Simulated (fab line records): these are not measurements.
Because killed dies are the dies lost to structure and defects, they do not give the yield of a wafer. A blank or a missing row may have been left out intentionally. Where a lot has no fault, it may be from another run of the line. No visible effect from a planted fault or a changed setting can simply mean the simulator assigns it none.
2 desks looking at one fault | flow sfq-line | each desk holds nothing but its own numbers, with what lay behind them at the end

## TOOL OWNER'S DESK, litho-track-01
The tool's own readings at SFQ_TRILAYER_M6_LITHO_COAT_159 (resist thk 600 nm): means of the sampled wafers that have a number, for each lot that ran on this tool. Any lot whose mean is over 4 standard deviations away from the usual mean is out of limits and marked OUT; that distance is given in the brackets.
Columns: A = chill-plate-temp-C at SFQ_TRILAYER_M6_LITHO_COAT_159, usual 23.03 C; B = exhaust-pa at SFQ_TRILAYER_M6_LITHO_COAT_159, usual 44.8 Pa; C = spin-speed-rpm at SFQ_TRILAYER_M6_LITHO_COAT_159, usual 2999.9 rpm
lot  | first seen here | A     | B    | C
L339 | day 75 22:17    | 23.09 | 43.1 | 2999.5
L341 | day 76 06:08    | 22.94 | 43.5 | 3003.9
L344 | day 79 21:07    | 22.85 | 45.7 | 3059.7 (+26) OUT
L347 | day 80 18:45    | 22.95 | 44.5 | 3061.0 (+27) OUT
This desk's verdict: out of limits on L344, L347, starting with L344 at day 79 21:07 (spin-speed-rpm at SFQ_TRILAYER_M6_LITHO_COAT_159). L339, L341: within limits.

## AT THE METROLOGY DESK
What the gauges read, lot by lot, whatever tool the lot ran on: means of the sampled wafers that have a number. Any lot whose mean is over 4 standard deviations away from the usual mean is out of limits and marked OUT; that distance is given in the brackets.
Columns: A = M6_NB_RS at SFQ_M6_RS_MEAS_938, usual 0.889 ohm/sq
lot  | first seen here | A
L333 | day 70 19:28    | 0.899
L334 | day 71 23:52    | 0.903
L336 | day 72 03:28    | 0.889
L338 | day 73 22:26    | 0.885
L339 | day 75 21:48    | 0.891
L340 | day 75 23:08    | 0.894
L341 | day 76 05:40    | 0.890
L344 | day 79 20:35    | 0.889
L347 | day 80 18:16    | 0.887
L350 | day 81 12:59    | 0.892
L353 | day 81 17:14    | 0.892
L354 | day 82 19:41    | 0.899
L355 | day 82 20:52    | 0.896
L356 | day 83 00:47    | 0.885
Finding of this desk: none of the 14 lots has anything out of limits.

## PUT TOGETHER
The tool owner's desk had the chance to raise an alarm at day 79 21:07 on L344, L347.
At the metrology desk, nothing out of limits was observed.
The metrology desk has L344, L347 on record, within its limits.
The lots listed all ran SFQ_TRILAYER_M6_LITHO_COAT_159 on litho-track-01.

## WHAT WAS PUT IN BY THE SIMULATOR
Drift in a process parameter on litho-track-01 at SFQ_TRILAYER_M6_LITHO_COAT_159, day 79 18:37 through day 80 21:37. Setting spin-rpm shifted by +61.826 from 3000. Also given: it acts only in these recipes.
Lots struck among those shown: L344, L347.
Hours from the fault's start to each desk's first reading out of limits: the tool owner's desk, 2.
